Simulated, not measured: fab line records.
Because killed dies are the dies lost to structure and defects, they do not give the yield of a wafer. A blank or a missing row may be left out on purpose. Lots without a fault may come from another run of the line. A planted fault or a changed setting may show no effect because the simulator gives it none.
Chamber matching || flow gf180mcu || cmp-01 running GF_V4_CMP_04: 4 sister chambers
The step polishes SiO2. 8 wafers are shown with their chamber, then 12 later ones without.

== WAFERS WITH THEIR CHAMBER ==
{"wafer": "L084.1", "chamber": 3, "motor_current_A (A)": 13.4, "time_to_endpoint_s (s)": 76}
{"wafer": "L087.3", "chamber": 2, "motor_current_A (A)": 11.8, "time_to_endpoint_s (s)": 79}
{"wafer": "L089.1", "chamber": 3, "motor_current_A (A)": 12.5, "time_to_endpoint_s (s)": 85}
{"wafer": "L089.2", "chamber": 1, "motor_current_A (A)": 10.6, "time_to_endpoint_s (s)": 65}
{"wafer": "L089.4", "chamber": 0, "motor_current_A (A)": 12.3, "time_to_endpoint_s (s)": 76}
{"wafer": "L092.4", "chamber": 2, "motor_current_A (A)": 12.2, "time_to_endpoint_s (s)": 80}
{"wafer": "L092.5", "chamber": 1, "motor_current_A (A)": 11.4, "time_to_endpoint_s (s)": 73}
{"wafer": "L092.6", "chamber": 0, "motor_current_A (A)": 11.6, "time_to_endpoint_s (s)": 88}

== WAFERS MISSING THEIR CHAMBER ==
{"wafer": "L094.2", "motor_current_A (A)": 12.2, "time_to_endpoint_s (s)": 77}
{"wafer": "L094.4", "motor_current_A (A)": 11.8, "time_to_endpoint_s (s)": 82}
{"wafer": "L094.6", "motor_current_A (A)": 12.5, "time_to_endpoint_s (s)": 86}
{"wafer": "L095.2", "motor_current_A (A)": 11.0, "time_to_endpoint_s (s)": 79}
{"wafer": "L095.5", "motor_current_A (A)": 12.7, "time_to_endpoint_s (s)": 96}
{"wafer": "L095.6", "motor_current_A (A)": 11.6, "time_to_endpoint_s (s)": 84}
{"wafer": "L096.4", "motor_current_A (A)": 12.4, "time_to_endpoint_s (s)": 89}
{"wafer": "L096.5", "motor_current_A (A)": 12.1, "time_to_endpoint_s (s)": 89}
{"wafer": "L096.6", "motor_current_A (A)": 12.0, "time_to_endpoint_s (s)": 89}
{"wafer": "L091.1", "motor_current_A (A)": 11.4, "time_to_endpoint_s (s)": 74}
{"wafer": "L091.2", "motor_current_A (A)": 12.2, "time_to_endpoint_s (s)": 80}
{"wafer": "L091.6", "motor_current_A (A)": 12.2, "time_to_endpoint_s (s)": 86}

== WHICH CHAMBER EACH WENT THROUGH ==
{"wafer": "L094.2", "from the rows above": "can't be placed: 2 or 0 or 3", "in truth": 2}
{"wafer": "L094.4", "from the rows above": "can't be placed: 0 or 2 or 3", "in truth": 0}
{"wafer": "L094.6", "from the rows above": "can't be placed: 0 or 3 or 2", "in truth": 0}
{"wafer": "L095.2", "from the rows above": "can't be placed: 1 or 0 or 2", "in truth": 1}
{"wafer": "L095.5", "from the rows above": "can't be placed: 3 or 0 or 2", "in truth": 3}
{"wafer": "L095.6", "from the rows above": "can't be placed: 0 or 2 or 3 or 1", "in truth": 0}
{"wafer": "L096.4", "from the rows above": "can't be placed: 0 or 2 or 3", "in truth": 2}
{"wafer": "L096.5", "from the rows above": "can't be placed: 0 or 2 or 3", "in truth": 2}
{"wafer": "L096.6", "from the rows above": "can't be placed: 0 or 2 or 3", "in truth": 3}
{"wafer": "L091.1", "from the rows above": "can't be placed: 1 or 2 or 0", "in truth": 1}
{"wafer": "L091.2", "from the rows above": "can't be placed: 2 or 0 or 3", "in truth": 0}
{"wafer": "L091.6", "from the rows above": "can't be placed: 0 or 2 or 3", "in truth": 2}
Correct placement for 0 of the 12. From these rows, 12 cannot be placed; in 12 the true chamber is one of the candidates. Wrongly placed: 0.
How it was worked out, from the rows above alone: a wafer's distance from a chamber is the root of the sum, over the readings, of the square of ((its reading less the chamber's mean) divided by the reading's scatter). If the next closest chamber is less than 2 further off than the closest, the wafer can't be placed; otherwise it belongs to the closest. For every chamber, the mean is computed from those of its wafers that are shown. The scatter is the square root of a quotient: the sum, over the shown wafers, of each reading's squared deviation from its chamber's mean, divided by wafers minus chambers.
